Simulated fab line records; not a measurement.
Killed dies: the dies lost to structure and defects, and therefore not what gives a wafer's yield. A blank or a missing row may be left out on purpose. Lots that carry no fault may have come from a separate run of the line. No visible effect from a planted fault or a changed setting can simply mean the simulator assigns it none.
A lot that was struck, set against a sound lot    flow sky130    16 steps out of a route of 708
Sound: wafers L451.2, L451.5, L451.6. Struck: wafer L453.2 (left out: L453.1, L453.4 of the same lot, which were not struck); the cause appears at the end.
Per side, at each step with rows, come the tool, then ch with its chambers, and then its first start. Under that, the readings that differ: sound wafers    struck wafers    difference of the means    sigmas: that difference in standard deviations of wafers without a fault.
alike: a reading whose means differ by less than 2 such deviations, as well as words and numbers matching on both sides. not compared: withheld readings; readings where some wafer has no value; bounds like >300 that might hide an equal value; numbers whose values overlap and for which the record gives no deviation.
Wherever a step has rows on one side only, a row that says differs or no value, or a row with sigmas, the two part there. Numbers that don't overlap but have no deviation are shown without sigmas and don't part them. Lack of a reading on every wafer of one side parts them only where that side has two or more wafers.

first, 1 step without rows for these wafers: SKY_VIA4_HDPCVD_00 (deposits SiO2, target thk 1750 nm, time 291.7 s).
SKY_VIA4_THK_MEAS_01:
  sound on film_metro-03, day 43 06:46; struck on film_metro-03, day 43 18:57
  alike: VIA4_HDPCVD_THK
SKY_VIA4_CMP_02: polishes SiO2.
  sound on cmp-02 ch 1,2,3, day 43 08:32; struck on cmp-02 ch 1, day 43 19:01
  alike: motor_current_A
SKY_VIA4_BOW_MEAS_03:
  sound on film_metro-03, day 43 08:42; struck on film_metro-03, day 43 19:19
  alike: VIA4_BOW
then, 7 steps without rows for these wafers: SKY_VIA4_DEHYDRATE_04 (time 60 s); SKY_VIA4_HMDS_05 (prime time 60 s); SKY_VIA4_COAT_06 (resist thk 1140 nm); SKY_VIA4_SOFTBAKE_07 (time 60 s); SKY_VIA4_EXPOSE_08 (exposes mask VIM4, target cd 800 nm); SKY_VIA4_PEB_09; SKY_VIA4_DEVELOP_10 (develop time 60 s).
SKY_VIA4_OVL_MEAS_11:
  sound on overlay-02, day 44 06:00; struck on overlay-01, day 44 17:00
reading        sound        struck  difference  sigmas
VIA4_OVL (nm)  1.1 1.1 1.5  -1.2    -2.4        -2
SKY_VIA4_ETCH_12: etches SiO2 in C4F8/O2/Ar, stops on TiN, target depth 580 nm.
  sound on rie_diel-04 ch 0,1, day 44 06:02; struck on rie_diel-04 ch 2, day 44 17:02
reading                                    sound           struck  difference  sigmas
rf_fwd_power_W (W)                         1489 1491 1496  1249    -243        -48
model.NOVOLAK_of_VIA4_COAT_06.thk_nm (nm)  1010 1011 1013  1023    +12         
  alike: oes_product_au
SKY_VIA4_STRIP_13: strips in O2/N2.
  sound on plasma_asher-03 ch 0,1, day 44 06:06; struck on plasma_asher-02 ch 0, day 44 17:07
reading                       sound              struck  difference  sigmas
strip_time_to_endpoint_s (s)  12.78 12.79 12.82  12.94   +0.14       +4
  alike: drypump_motor_current_A, oes_product_au
  not compared: rf_hours_counter_h
then, 1 step without rows for these wafers: SKY_VIA4_STRIP_14 (strips in post etch residue remover, time 1200 s).
-- the record jumps here: 3 days lie between the struck wafers' starts before and after (it left off in module VIA4 and takes up again in module PAD_OPEN, whose first step shown is number 708 of the route) --
SKY_PAD_OPEN_PROBE_99:
  sound on prober-02, day 47 01:49; struck on prober-02, day 47 13:12
reading                                    sound                    struck   difference  sigmas
model.etest.pfet_g5v0d10v5.r_on_ohm_um     4852 4842 4796           4786     -44         
model.etest.pfet_g5v0d10v5.off_log10_a_um  -12.61 -12.27 -12.44     -12.68   -0.24       
model.etest.via4_chain.rc_ohm              0.8343 0.803 0.8057      0.9616   +0.1473     
model.etest.pfet_g5v0d10v5.vt_sat_v (V)    -0.6402 -0.6101 -0.6276  -0.6454  -0.0194     
model.etest.pfet_16v.vt_v (V)              -1.111 -1.099 -1.097     -1.115   -0.013      
  not compared: hold, model.etest.tip_p_5v.rs_ohm_sq, model.etest.pfet_01v8_lvt.drive_ua_um, model.etest.pfet_01v8_lvt.off_log10_a_um

## WHERE THEY PART
Last at SKY_VIA4_STRIP_13 as far as this record goes, first at SKY_VIA4_OVL_MEAS_11.

WHY: the cause the simulator had injected
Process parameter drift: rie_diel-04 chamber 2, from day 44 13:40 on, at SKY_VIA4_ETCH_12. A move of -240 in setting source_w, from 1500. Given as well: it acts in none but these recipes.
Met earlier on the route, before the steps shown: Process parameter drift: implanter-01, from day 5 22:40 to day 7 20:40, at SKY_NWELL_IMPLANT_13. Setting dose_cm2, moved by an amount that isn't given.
